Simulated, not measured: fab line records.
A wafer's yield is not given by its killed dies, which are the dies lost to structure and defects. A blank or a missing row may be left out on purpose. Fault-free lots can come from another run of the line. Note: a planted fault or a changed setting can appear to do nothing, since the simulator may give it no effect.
fab line records    flow sky130    part 2 of 2: steps 34 to 45 of 45
record lots=5  wafers=15  last-day=50
route steps=708 shown NWELL@60 PWDE@84 VT_ADJUST_HVTP@85 VT_ADJUST_LVTN@97
lots with no fault: from the same line, run without faults
start-h: hours from the record's opening day to when the first of the lot's shown wafers began    wait-h: hours since the lot's step before    " unchanged from the row above    L1.1+2: several wafers, shown together as one row    - no value, or no start given    * or withheld: withheld    < > ~ a bound
route shown NAME@n: NAME is a module with steps in the file, n the number in the route of the first one    usual: mean/standard deviation taken from wafers without a fault    same: alike in all rows    chamber/n: place in a boat    sites: readings site by site    _std_site: the values' standard deviation    _edge_site: mean of outer sites minus mean of inner sites    radius-mm: how far each site lies from the wafer's centre    mask NAME#n: copy n    behind: the last tool/chamber to shape the wafer    hold: what put the lot on hold/how long, in hours/how the hold closed    device: whichever transistor did not switch (one of n, p or np)    end of line: tests run on the same wafers once the route is complete    where a step has no rows: the recipe by itself    killed: dies lost to structure and defects at the first sort, not the wafer's yield    map: dies across one wafer; x = killed, . = not, _ = none there
set.NAME: setting as actually run; set.NAME@STEP: the setting as run at that earlier step    model.NAME: the simulator's own value behind a step, which no gauge read
a table for each step, a row for each wafer; lots at some steps of the route
services: the hour from which a tool's chamber was out of use, counted from the record's first day as start-h (under 0 if before that day), plus the number of hours and why
## steps
# step SKY_VT_ADJUST_HVTP_IMPLANT_09
# recipe species=As  energy-kev=150  dose-cm2=4.3e+12  tilt-deg=withheld
# usual beam-energy-keV=150.01/0.046
lot.wafer  tool          chamber  start-h  wait-h  beam-energy-keV
L074.2     implanter-03  0        124.23   0.0     149.97
L074.3     "             0        "        "       149.99
L074.4     "             0        "        "       150.05
L084.2     implanter-02  0        182.97   0.0     150.03
L084.4     "             0        "        "       149.95
L084.5     "             0        "        "       149.99
L085.2     implanter-03  0        189.95   0.0     150.08
L085.3     "             0        "        "       150.10
L085.4     "             0        "        "       150.03
L091.2     implanter-04  0        242.44   0.0     149.94
L091.4     "             0        "        "       149.87
L091.6     "             0        "        "       150.02
L095.1     implanter-03  0        263.08   0.0     150.07
L095.3     "             0        "        "       150.01
L095.5     "             0        "        "       150.03
# step SKY_VT_ADJUST_HVTP_STRIP_10
# recipe chemistry=O2/N2  power-w=1400  pressure-mtorr=1500  platen-temp-c=withheld  o2-flow-sccm=3000  n2-flow-sccm=300  overash-fraction=0.5
# usual drypump-motor-current-A=5.7/0.6  n2-flow-sccm=300.0/0.83  oes-product-au=0.716/0.0045  strip-time-to-endpoint-s=14.19/0.042
lot.wafer  tool             chamber  start-h  wait-h  drypump-motor-current-A  n2-flow-sccm  oes-product-au  rf-hours-counter-h  strip-time-to-endpoint-s
L074.2     plasma-asher-02  0        124.35   0.1     6.2                      300.9         0.714           30                  14.15
L074.3     "                1        "        "       5.6                      299.2         0.727           -                   14.16
L074.4     "                0        "        "       6.3                      300.5         0.718           -                   14.16
L084.2     plasma-asher-01  0        183.10   0.1     6.3                      300.0         0.710           50                  14.14
L084.4     "                1        "        "       4.8                      299.3         0.711           -                   14.16
L084.5     "                0        "        "       6.3                      300.0         0.714           -                   14.24
L085.2     plasma-asher-01  1        190.08   0.1     4.8                      298.5         0.717           51                  14.09
L085.3     "                1        "        "       4.8                      298.6         0.712           -                   14.11
L085.4     "                0        "        "       6.3                      299.6         0.709           -                   14.11
L091.2     plasma-asher-01  1        242.57   0.1     4.8                      299.3         0.712           55                  14.24
L091.4     "                0        "        "       6.3                      301.3         0.717           -                   14.17
L091.6     "                0        "        "       6.3                      299.2         0.714           -                   14.23
L095.1     plasma-asher-02  1        263.23   0.1     5.6                      300.2         0.713           45                  14.16
L095.3     "                1        "        "       5.6                      300.7         0.721           -                   14.20
L095.5     "                0        "        "       6.2                      299.2         0.714           -                   14.15
# step SKY_VT_ADJUST_HVTP_TW_MEAS_11
# usual VT_ADJUST_HVTP_TW=1350/12
lot.wafer  tool           chamber  start-h  wait-h  VT_ADJUST_HVTP_TW
L074.2     film-metro-01  -        124.46   0.1     1360
L074.3     "              -        "        "       1360
L074.4     "              -        "        "       1365
L084.2     film-metro-03  -        183.21   0.1     1338
L084.4     "              -        "        "       1335
L084.5     "              -        "        "       1340
L085.2     film-metro-03  -        190.19   0.1     1342
L085.3     "              -        "        "       1339
L085.4     "              -        "        "       1330
L091.2     film-metro-03  -        242.68   0.1     1344
L091.4     "              -        "        "       1339
L091.6     "              -        "        "       1334
L095.1     film-metro-03  -        263.33   0.1     1341
L095.3     "              -        "        "       1336
L095.5     "              -        "        "       1342
# step SKY_VT_ADJUST_LVTN_DEHYDRATE_00
# recipe temp-c=200  time-s=60
lot.wafer   tool            chamber  start-h  wait-h
L074.2+3+4  litho-track-02  0        133.06   8.6
L084.2+4+5  litho-track-04  0        192.22   9.0
L085.2+3+4  litho-track-03  0        199.85   9.6
L091.2+4+6  litho-track-03  0        254.00   11.3
L095.1+3+5  litho-track-02  0        274.79   11.4
# step SKY_VT_ADJUST_LVTN_HMDS_01
# recipe prime-time-s=60  prime-temp-c=120
lot.wafer   tool            chamber  start-h  wait-h
L074.2+3+4  litho-track-02  0        133.21   0.1
L084.2+4+5  litho-track-04  0        192.37   0.1
L085.2+3+4  litho-track-03  0        200.00   0.1
L091.2+4+6  litho-track-03  0        254.15   0.1
L095.1+3+5  litho-track-02  0        274.94   0.1
# step SKY_VT_ADJUST_LVTN_COAT_02
# recipe spin-rpm=2000  resist-thk-nm=3000
lot.wafer   tool            chamber  start-h  wait-h
L074.2+3+4  litho-track-02  0        133.36   0.1
L084.2+4+5  litho-track-04  0        192.52   0.1
L085.2+3+4  litho-track-03  0        200.15   0.1
L091.2+4+6  litho-track-03  0        254.30   0.1
L095.1+3+5  litho-track-02  0        275.09   0.1
# step SKY_VT_ADJUST_LVTN_SOFTBAKE_03
# recipe temp-c=110  time-s=withheld
lot.wafer   tool            chamber  start-h  wait-h
L074.2+3+4  litho-track-02  0        133.52   0.1
L084.2+4+5  litho-track-04  0        192.68   0.1
L085.2+3+4  litho-track-03  0        200.31   0.1
L091.2+4+6  litho-track-03  0        254.46   0.1
L095.1+3+5  litho-track-02  0        275.24   0.1
# step SKY_VT_ADJUST_LVTN_EXPOSE_04
# recipe mask-id=NWM_COMPLEMENT_LESS_NATIVE  na=0.6  source-shape=conventional  sigma-outer=0.6  polarization=unpolarized  target-cd-nm=840  dose-mj=194
# same sigma-outer=0.6
lot.wafer   tool              chamber  start-h  wait-h  mask
L074.2+3+4  iline-stepper-02  0        -        -       NWM_COMPLEMENT_LESS_NATIVE#0
L084.2+4+5  iline-stepper-01  0        -        -       NWM_COMPLEMENT_LESS_NATIVE#0
L085.2+3+4  iline-stepper-01  0        -        -       NWM_COMPLEMENT_LESS_NATIVE#0
L091.2+4+6  iline-stepper-01  0        -        -       NWM_COMPLEMENT_LESS_NATIVE#0
L095.1+3+5  iline-stepper-01  0        -        -       NWM_COMPLEMENT_LESS_NATIVE#0
# step SKY_VT_ADJUST_LVTN_PEB_05
# recipe temp-c=115  time-s=withheld
lot.wafer   tool            chamber  start-h  wait-h
L074.2+3+4  litho-track-03  0        -        -
L084.2+4+5  litho-track-02  0        -        -
L085.2+3+4  litho-track-04  0        -        -
L091.2+4+6  litho-track-02  0        -        -
L095.1+3+5  litho-track-02  0        -        -
# step SKY_VT_ADJUST_LVTN_DEVELOP_06
# recipe wall-angle-deg=90  developer=TMAH  develop-time-s=60  dev-temp-c=23
lot.wafer   tool            chamber  start-h  wait-h
L074.2+3+4  litho-track-03  0        -        -
L084.2+4+5  litho-track-02  0        -        -
L085.2+3+4  litho-track-04  0        -        -
L091.2+4+6  litho-track-02  0        -        -
L095.1+3+5  litho-track-02  0        -        -
# step SKY_VT_ADJUST_LVTN_OVL_MEAS_07
# usual VT_ADJUST_LVTN_OVL=0.5/1.1
lot.wafer  tool        chamber  start-h  wait-h  VT_ADJUST_LVTN_OVL[nm]
L074.2     overlay-01  -        142.68   -       2.3
L074.3     "           -        "        "       2.8
L074.4     "           -        "        "       2.4
L084.2     overlay-01  -        203.19   -       -0.5
L084.4     "           -        "        "       -1.0
L084.5     "           -        "        "       2.0
L085.2     overlay-01  -        210.50   -       1.4
L085.3     "           -        "        "       1.0
L085.4     "           -        "        "       0.8
L091.2     overlay-01  -        266.54   -       1.5
L091.4     "           -        "        "       -1.1
L091.6     "           -        "        "       0.1
L095.1     overlay-02  -        288.14   -       2.4
L095.3     "           -        "        "       0.3
L095.5     "           -        "        "       -0.3
# step SKY_VT_ADJUST_LVTN_IMPLANT_08
# recipe species=B  energy-kev=30  dose-cm2=1.57e+12  tilt-deg=withheld
# usual beam-energy-keV=30.000/0.008
lot.wafer  tool          chamber  start-h  wait-h  beam-energy-keV
L074.2     implanter-04  0        142.73   0.0     30.005
L074.3     "             0        "        "       30.001
L074.4     "             0        "        "       29.997
L084.2     implanter-01  0        203.25   0.0     29.997
L084.4     "             0        "        "       30.002
L084.5     "             0        "        "       30.008
L085.2     implanter-03  0        210.55   0.0     30.005
L085.3     "             0        "        "       29.996
L085.4     "             0        "        "       30.005
L091.2     implanter-03  0        266.80   0.3     29.981
L091.4     "             0        "        "       29.992
L091.6     "             0        "        "       30.005
L095.1     implanter-01  0        288.17   0.0     29.998
L095.3     "             0        "        "       30.001
L095.5     "             0        "        "       30.010
## services
tool              chamber  start-h  hours  kind
iline-stepper-01  -        57.01    0.7    repair
iline-stepper-01  -        57.53    13.5   repair
wet-bench-04      -        65.71    1.9    pm
implanter-04      -        75.13    0.7    repair
implanter-02      -        81.03    22.2   pm
plasma-asher-01   -        98.46    1.9    repair
plasma-asher-03   -        108.75   9.0    pm
plasma-asher-04   -        120.82   2.8    pm
iline-stepper-01  -        134.45   1.7    pm
plasma-asher-04   -        143.69   4.9    repair
plasma-asher-03   -        150.50   2.8    pm
wet-bench-01      -        156.42   1.0    repair
implanter-03      -        158.10   3.0    pm
plasma-asher-01   -        161.90   2.8    pm
implanter-03      -        166.50   1.4    repair
plasma-asher-01   -        201.48   10.9   repair
implanter-04      -        209.59   5.9    pm
implanter-03      -        223.73   0.7    repair
iline-stepper-02  -        233.37   1.7    pm
plasma-asher-01   -        234.74   1.3    repair
plasma-asher-01   -        246.27   3.2    repair
iline-stepper-02  -        253.82   5.5    repair
implanter-01      -        254.66   15.6   repair
implanter-04      -        264.63   2.4    repair
